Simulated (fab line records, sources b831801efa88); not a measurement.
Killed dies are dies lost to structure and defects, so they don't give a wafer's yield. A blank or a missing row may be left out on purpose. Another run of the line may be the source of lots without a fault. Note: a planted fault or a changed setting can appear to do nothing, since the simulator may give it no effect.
A struck lot beside a sound one ; flow sky130 ; 22 steps out of a route of 708
Sound: the wafers L376.3, L376.4, L376.6. Wafers struck: L385.1, L385.3, L385.4. Last of all comes the cause.
Each step with rows lists, per side, the tool, then ch with its chambers, then its first start. Under that, the readings that differ: sound wafers ; struck wafers ; difference of the means ; sigmas: that difference in standard deviations of wafers without a fault.
alike: readings whose means differ by less than 2 such deviations, and words and numbers that are the same on both sides. not compared: withheld readings, readings that some wafer has no value for, bounds like >300 that may hide the same value, and numbers for which the record gives no deviation and whose values overlap.
Wherever a step has rows on one side only, a row that says differs or no value, or a row with sigmas, the two part there. Non-overlapping numbers with no deviation appear without sigmas and do not part them. Lack of a reading on every wafer of one side parts them only where that side has two or more wafers.

first, 5 steps without rows for these wafers: SKY_VT_ADJUST_HVTP_COAT_02 (resist thk 1140 nm); SKY_VT_ADJUST_HVTP_SOFTBAKE_03 (time 60 s); SKY_VT_ADJUST_HVTP_EXPOSE_04 (exposes mask HVTPM, target cd 380 nm); SKY_VT_ADJUST_HVTP_PEB_05; SKY_VT_ADJUST_HVTP_DEVELOP_06 (develop time 60 s).
SKY_VT_ADJUST_HVTP_CD_MEAS_07 targets a cd of 380 nm.
  struck on cd-sem-02, day 11 23:43; sound on cd-sem-02, day 9 02:10
  alike: cd-nm
SKY_VT_ADJUST_HVTP_OVL_MEAS_08:
  struck on overlay-02, day 11 23:50; sound on overlay-01, day 9 02:15
reading;sound;struck;difference;sigmas
VT_ADJUST_HVTP_OVL (nm);2.2 -0.4 0.3;-1.5 -2.3 -3.7;-3.2;-2
after that, 1 step had no rows for these wafers: SKY_VT_ADJUST_HVTP_IMPLANT_09.
SKY_VT_ADJUST_HVTP_STRIP_10: strips in O2/N2.
  sound on plasma-asher-03 ch 0,1, day 9 02:28; struck on plasma-asher-02 ch 0,1, day 12 00:02
  alike: drypump-motor-current-A, oes-product-au, strip-time-to-endpoint-s
  not compared: rf-hours-counter-h
SKY_VT_ADJUST_HVTP_TW_MEAS_11:
  struck on film-metro-01, day 12 00:08; sound on film-metro-04, day 9 02:33
  alike: VT_ADJUST_HVTP_TW
then, 2 steps without rows for these wafers: SKY_VT_ADJUST_LVTN_DEHYDRATE_00 (time 60 s); SKY_VT_ADJUST_LVTN_HMDS_01 (prime time 60 s).
SKY_VT_ADJUST_LVTN_COAT_02: resist thk 3000 nm.
  sound on litho-track-01 ch 0, day 9 13:10; struck on litho-track-01 ch 0, day 12 12:46
reading;sound;struck;difference;sigmas
spin-speed-rpm (rpm);1999.4 2000.3 1998.0;1857.0 1856.9 1856.1;-142.6;-99 or more
model.coat_of_VT_ADJUST_LVTN_COAT_02.thk-nm (nm);2986 3003 2995;3119 3131 3118;+128;
then, 3 steps without rows for these wafers: SKY_VT_ADJUST_LVTN_SOFTBAKE_03; SKY_VT_ADJUST_LVTN_EXPOSE_04 (exposes mask NWM COMPLEMENT LESS NATIVE, target cd 840 nm); SKY_VT_ADJUST_LVTN_PEB_05.
SKY_VT_ADJUST_LVTN_DEVELOP_06: develop time 60 s.
  sound on litho-track-01 ch 0; struck on litho-track-02 ch 0
reading;sound;struck;difference;sigmas
model.coat_of_VT_ADJUST_LVTN_COAT_02.thk-nm (nm);2982 2999 2991;3115 3127 3114;+128;
SKY_VT_ADJUST_LVTN_OVL_MEAS_07:
  struck on overlay-01, day 13 01:34; sound on overlay-01, day 9 23:35
  alike: VT_ADJUST_LVTN_OVL
after that, 1 step had no rows for these wafers: SKY_VT_ADJUST_LVTN_IMPLANT_08.
SKY_VT_ADJUST_LVTN_STRIP_09: strips in O2/N2.
  sound on plasma-asher-02 ch 0,1, day 9 23:47; struck on plasma-asher-01 ch 0,1, day 13 01:46
reading;sound;struck;difference;sigmas
drypump-motor-current-A (A);5.3 5.7 5.4;6.6 6.5 6.6;+1.1;+2
strip-time-to-endpoint-s (s);36.73 36.95 36.85;38.29 38.43 38.25;+1.48;+15
  alike: oes-product-au
  not compared: rf-hours-counter-h
SKY_VT_ADJUST_LVTN_TW_MEAS_10:
  struck on film-metro-01, day 13 01:52; sound on film-metro-02, day 9 23:53
reading;sound;struck;difference;sigmas
VT_ADJUST_LVTN_TW;238.3 238.5 238.8;245.1 245.1 243.4;+6.0;+3
SKY_PAD_OPEN_PROBE_99:
  the record has rows for the sound wafers here (prober-01, day 48 15:31) and none for the struck ones

WHERE THEY PART
First at SKY_VT_ADJUST_HVTP_OVL_MEAS_08; last, within this record, at SKY_PAD_OPEN_PROBE_99.

WHY: whatever the simulator had introduced
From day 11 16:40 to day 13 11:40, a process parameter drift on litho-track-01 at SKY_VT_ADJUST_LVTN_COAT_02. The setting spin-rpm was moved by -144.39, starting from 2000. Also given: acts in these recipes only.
